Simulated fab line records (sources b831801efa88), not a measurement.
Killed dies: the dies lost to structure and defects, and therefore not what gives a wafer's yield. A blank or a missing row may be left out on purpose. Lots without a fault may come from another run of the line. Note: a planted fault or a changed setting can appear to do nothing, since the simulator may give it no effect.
Matching of chambers + flow gf180mcu + GF_POLY_GATE_ETCH_13 on rie-si-01 has 4 sister chambers
The step etches poly-Si in HBr/Cl2, stops on SiO2, target depth 198.5 nm, time 69.6 s. 4 wafers are shown with their chamber, then 9 later ones without.

WAFERS WITH THEIR CHAMBER
| wafer  | chamber | drypump-motor-current-A (A) |
|--------|---------|-----------------------------|
| L647.6 | 0       | 5.2                         |
| L658.1 | 2       | 5.8                         |
| L658.2 | 3       | 6.3                         |
| L658.5 | 1       | 4.9                         |

WAFERS MISSING THEIR CHAMBER
| wafer  | drypump-motor-current-A (A) |
|--------|-----------------------------|
| L659.1 | 5.8                         |
| L659.3 | 5.2                         |
| L659.4 | 6.2                         |
| L660.1 | 5.2                         |
| L660.4 | 4.9                         |
| L660.5 | 6.2                         |
| L661.1 | 6.3                         |
| L661.2 | 5.2                         |
| L661.3 | 4.9                         |

CHAMBER TAKEN BY EACH
| wafer  | from the rows above | in truth |
|--------|---------------------|----------|
| L659.1 | 2                   | 2        |
| L659.3 | 0                   | 0        |
| L659.4 | 3                   | 3        |
| L660.1 | 0                   | 0        |
| L660.4 | 1                   | 1        |
| L660.5 | 3                   | 3        |
| L661.1 | 3                   | 3        |
| L661.2 | 0                   | 0        |
| L661.3 | 1                   | 1        |
9 of 9 placed correctly. Not placeable from these rows: 0. Placed wrongly: 0.
How it was worked out, from the rows above alone: a wafer's distance from a chamber is the root of the sum, over the readings, of the square of ((its reading less the chamber's mean) divided by the reading's scatter). If the next closest chamber is less than 2 further off than the closest, the wafer can't be placed; otherwise it belongs to the closest. Each chamber's mean is taken over the wafers shown for it. The scatter: root of mean squared gap, hidden wafer to nearest shown wafer, with one shown wafer a chamber.
